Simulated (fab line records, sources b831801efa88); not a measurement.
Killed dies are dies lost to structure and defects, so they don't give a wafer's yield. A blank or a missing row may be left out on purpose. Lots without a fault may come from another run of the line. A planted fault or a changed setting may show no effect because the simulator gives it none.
Which tool did it? | flow gf180mcu | 24 lots, 72 wafers sampled, at 5 steps of a route of 602

WHAT THE GAUGES READ, wafer by wafer
GF_DNWELL_TW_MEAS_09. Usual: DNWELL_TW 1352, standard deviation 11.
lot  | measured    | on            | DNWELL_TW      | flag
L074 | day 2 18:56 | film_metro-02 | 1346 1348 1336 |
L075 | day 2 23:50 | film_metro-01 | 1339 1340 1332 |
L076 | day 3 04:05 | film_metro-01 | 1358 1355 1360 |
L077 | day 3 11:05 | film_metro-01 | 1350 1355 1345 |
L078 | day 3 15:11 | film_metro-01 | 1353 1353 1349 |
L079 | day 3 20:41 | film_metro-01 | 1353 1361 1345 |
L080 | day 4 02:05 | film_metro-02 | 1335 1346 1338 |
L081 | day 4 07:19 | film_metro-04 | 1358 1370 1361 |
L082 | day 4 12:41 | film_metro-02 | 1335 1342 1345 |
L083 | day 4 18:24 | film_metro-01 | 1353 1351 1343 |
L084 | day 5 00:43 | film_metro-02 | 1337 1343 1350 |
L085 | day 5 05:45 | film_metro-04 | 1361 1354 1362 |
L086 | day 5 11:02 | film_metro-04 | 1363 1365 1369 |
L087 | day 5 22:15 | film_metro-04 | 1365 1365 1374 |
L088 | day 5 22:58 | film_metro-01 | 1346 1355 1344 |
L089 | day 6 01:41 | film_metro-01 | 1343 1346 1351 |
L090 | day 6 07:35 | film_metro-04 | 1372 1369 1367 |
L091 | day 6 12:10 | film_metro-01 | 1364 1361 1366 |
L092 | day 6 17:50 | film_metro-02 | 1357 1368 1358 |
L093 | day 6 22:25 | film_metro-02 | 1338 1338 1341 |
L094 | day 7 04:43 | film_metro-04 | 1351 1357 1368 |
L095 | day 7 10:32 | film_metro-02 | 1338 1334 1333 |
L096 | day 7 18:05 | film_metro-04 | 1364 1363 1361 |
L097 | day 7 23:35 | film_metro-01 | 1342 1344 1333 |

GF_V2_OVL_MEAS_15. Usual: V2_OVL -3 nm, standard deviation 5.5.
lot  | measured     | on         | V2_OVL (nm) | flag
L074 | day 20 06:59 | overlay-02 | 4 -9 -4     |
L075 | day 20 18:20 | overlay-01 | -3 -1 -3    |
L076 | day 21 03:04 | overlay-02 | 2 1 3       |
L077 | day 21 20:50 | overlay-01 | 1 -3 -5     |
L078 | day 21 18:28 | overlay-02 | -4 -3 -4    |
L079 | day 21 21:53 | overlay-02 | -11 -12 -13 |
L080 | day 22 13:23 | overlay-01 | 0 -5 -5     |
L081 | day 22 19:56 | overlay-02 | -3 -3 -5    |
L082 | day 23 08:38 | overlay-01 | 6 11 3      |
L083 | day 23 15:41 | overlay-02 | -3 -1 -2    |
L084 | day 23 21:52 | overlay-01 | -3 -2 -3    |
L085 | day 24 11:52 | overlay-01 | 4 6 13      |
L086 | day 24 18:49 | overlay-01 | -9 -5 -8    |
L087 | day 25 09:17 | overlay-01 | -5 -11 -13  |
L088 | day 25 11:22 | overlay-01 | 1 -3 2      |
L089 | day 25 16:29 | overlay-02 | -5 -6 -1    |
L090 | day 25 22:14 | overlay-02 | -10 -1 -2   |
L091 | day 26 04:58 | overlay-02 | -5 4 -7     |
L092 | day 26 11:49 | overlay-01 | -8 -7 -6    |
L093 | day 26 17:30 | overlay-02 | -8 -6 -3    |
L094 | day 27 02:13 | overlay-02 | -1 6 0      |
L095 | day 27 11:56 | overlay-01 | -5 5 -1     |
L096 | day 27 19:05 | overlay-02 | -11 -3 -6   |
L097 | day 28 04:09 | overlay-02 | 0 -5 -6     |

GF_M3_THK_MEAS_06: measures by xrf. Usual: M3_ALCU_THK 446 nm, standard deviation 4.6.
lot  | measured     | on            | M3_ALCU_THK (nm) | flag
L074 | day 20 08:43 | film_metro-03 | 448 446 444      |
L075 | day 20 20:04 | film_metro-03 | 455 448 446      |
L076 | day 21 04:48 | film_metro-01 | 443 443 443      |
L077 | day 21 22:34 | film_metro-03 | 442 441 443      |
L078 | day 21 20:12 | film_metro-01 | 448 447 445      |
L079 | day 21 23:37 | film_metro-03 | 443 440 442      |
L080 | day 22 15:31 | film_metro-02 | 446 449 450      |
L081 | day 22 21:58 | film_metro-02 | 454 448 447      |
L082 | day 23 10:23 | film_metro-03 | 447 452 453      |
L083 | day 23 17:25 | film_metro-02 | 442 443 445      |
L084 | day 23 23:38 | film_metro-02 | 456 451 455      |
L085 | day 24 13:36 | film_metro-02 | 441 440 440      |
L086 | day 24 20:34 | film_metro-01 | 440 434 437      |
L087 | day 25 11:02 | film_metro-01 | 444 442 439      |
L088 | day 25 13:09 | film_metro-01 | 447 448 453      |
L089 | day 25 18:13 | film_metro-01 | 447 449 448      |
L090 | day 25 23:59 | film_metro-02 | 446 442 447      |
L091 | day 26 06:44 | film_metro-02 | 451 444 447      |
L092 | day 26 13:34 | film_metro-02 | 442 442 444      |
L093 | day 26 19:14 | film_metro-01 | 449 444 444      |
L094 | day 27 03:59 | film_metro-02 | 451 454 443      |
L095 | day 27 13:40 | film_metro-01 | 448 452 449      |
L096 | day 27 20:50 | film_metro-03 | 444 440 438      |
L097 | day 28 05:53 | film_metro-03 | 448 448 446      |

GF_M4_THK_MEAS_06: measures by xrf. Usual: M4_ALCU_THK 446 nm, standard deviation 5.6.
lot  | measured     | on            | M4_ALCU_THK (nm) | flag
L074 | day 22 11:07 | film_metro-02 | 448 445 442      |
L075 | day 22 22:16 | film_metro-02 | 449 444 449      |
L076 | day 23 06:38 | film_metro-04 | 454 450 455      |
L077 | day 23 23:17 | film_metro-01 | 442 445 436      |
L078 | day 23 21:41 | film_metro-04 | 452 457 448      |
L079 | day 24 00:24 | film_metro-04 | 434 442 441      |
L080 | day 24 15:51 | film_metro-01 | 451 443 448      |
L081 | day 24 21:37 | film_metro-02 | 442 448 438      |
L082 | day 25 09:36 | film_metro-01 | 448 448 442      |
L083 | day 25 16:47 | film_metro-04 | 445 450 444      |
L084 | day 25 22:05 | film_metro-01 | 448 444 448      |
L085 | day 26 11:27 | film_metro-01 | 452 449 450      |
L086 | day 26 17:22 | film_metro-02 | 442 442 440      |
L087 | day 27 07:42 | film_metro-01 | 452 454 459      |
L088 | day 27 11:01 | film_metro-02 | 441 441 447      |
L089 | day 27 14:14 | film_metro-02 | 439 437 444      |
L090 | day 27 21:11 | film_metro-02 | 448 444 444      |
L091 | day 28 02:18 | film_metro-04 | 445 444 440      |
L092 | day 28 09:09 | film_metro-01 | 455 449 449      |
L093 | day 28 14:31 | film_metro-04 | 441 446 442      |
L094 | day 28 22:56 | film_metro-01 | 436 441 438      |
L095 | day 29 07:57 | film_metro-02 | 448 458 449      |
L096 | day 29 14:25 | film_metro-01 | 453 450 452      |
L097 | day 29 21:59 | film_metro-01 | 444 445 440      |

WHICH TOOL RAN EACH LOT (tool, then ch and the chambers of the sampled wafers, then the start)
lot  | GF_M3_METAL_ETCH_16
L074 | rie_metal-04 ch 0, day 21 08:50
L075 | rie_metal-04 ch 0,1, day 21 19:17
L076 | rie_metal-01 ch 0,1, day 22 04:19
L077 | rie_metal-02 ch 0,1, day 22 21:17
L078 | rie_metal-01 ch 0,1, day 22 19:44
L079 | rie_metal-04 ch 0,1, day 22 22:21
L080 | rie_metal-04 ch 0,1, day 23 14:11
L081 | rie_metal-02 ch 0, day 23 20:38
L082 | rie_metal-04 ch 0,1, day 24 08:56
L083 | rie_metal-04 ch 1, day 24 15:49
L084 | rie_metal-04 ch 1, day 24 21:20
L085 | rie_metal-02 ch 0,1, day 25 11:31
L086 | rie_metal-02 ch 0,1, day 25 17:35
L087 | rie_metal-02 ch 0,1, day 26 08:02
L088 | rie_metal-04 ch 0,1, day 26 10:46
L089 | rie_metal-01 ch 0, day 26 14:56
L090 | rie_metal-01 ch 0, day 26 21:20
L091 | rie_metal-02 ch 0,1, day 27 02:59
L092 | rie_metal-02 ch 0,1, day 27 09:59
L093 | rie_metal-04 ch 1, day 27 15:40
L094 | rie_metal-04 ch 0,1, day 28 00:38
L095 | rie_metal-01 ch 0,1, day 28 09:35
L096 | rie_metal-02 ch 0, day 28 16:14
L097 | rie_metal-02 ch 0,1, day 28 23:59
- GF_M3_METAL_ETCH_16: etches the open film in Cl2/BCl3, stops on SiO2, target depth 627.5 nm, time 104.6 s.

WHAT THE TOOLS THEMSELVES READ (means of the sampled wafers that have a number; where no wafer has one, the mark that the record gives instead)
GF_M3_METAL_ETCH_16. Usual: drypump_motor_current_A 5.8 A, standard deviation 0.35; oes_product_au 0.973 a.u., standard deviation 0.0062; throttle_valve_pct 28.248 %, standard deviation 0.01.
lot  | tool         | drypump_motor_current_A (A) | oes_product_au (a.u.) | throttle_valve_pct (%) | flag
L074 | rie_metal-04 | 5.7                         | 0.970                 | 28.258                 |
L075 | rie_metal-04 | 5.6                         | 0.974                 | 28.248                 |
L076 | rie_metal-01 | 5.9                         | 0.973                 | 28.244                 |
L077 | rie_metal-02 | 6.0                         | 0.972                 | 28.249                 |
L078 | rie_metal-01 | 5.5                         | 0.974                 | 28.251                 |
L079 | rie_metal-04 | 5.6                         | 0.966                 | 28.252                 |
L080 | rie_metal-04 | 5.6                         | 0.972                 | 28.253                 |
L081 | rie_metal-02 | 5.7                         | 0.971                 | 28.244                 |
L082 | rie_metal-04 | 5.6                         | 0.976                 | 28.239                 |
L083 | rie_metal-04 | 5.5                         | 0.975                 | 28.250                 |
L084 | rie_metal-04 | 5.5                         | 0.982                 | 28.238                 |
L085 | rie_metal-02 | 6.1                         | 0.969                 | 28.244                 |
L086 | rie_metal-02 | 5.9                         | 0.968                 | 28.254                 |
L087 | rie_metal-02 | 6.1                         | 0.968                 | 28.259                 |
L088 | rie_metal-04 | 5.6                         | 0.972                 | 28.245                 |
L089 | rie_metal-01 | 6.2                         | 0.970                 | 28.247                 |
L090 | rie_metal-01 | 6.2                         | 0.974                 | 28.248                 |
L091 | rie_metal-02 | 6.1                         | 0.975                 | 28.244                 |
L092 | rie_metal-02 | 5.9                         | 0.976                 | 28.258                 |
L093 | rie_metal-04 | 5.5                         | 0.974                 | 28.246                 |
L094 | rie_metal-04 | 5.6                         | 0.974                 | 28.248                 |
L095 | rie_metal-01 | 5.4                         | 0.976                 | 28.245                 |
L096 | rie_metal-02 | 5.7                         | 0.966                 | 28.238                 |
L097 | rie_metal-02 | 6.0                         | 0.974                 | 28.252                 |

THE ANSWER, worked out from the rows above alone
Rule: a lot is off if the mean of its wafers that have a number lies more than 3 standard deviations from the usual mean. A lot without any number at a reading at which 4 lots or more have one is off too. The other lots that the step has rows for count as sound. The gauges are gone through in route order, then the tools' own readings, and for those a lot's mean is taken as printed above. The first step at which some lot is off is used, and at that step the reading that is off furthest; a lot without a number counts as furthest.
No lot is off at any reading shown: from this, nothing can be told.

WHAT THE SIMULATOR HAD PUT IN
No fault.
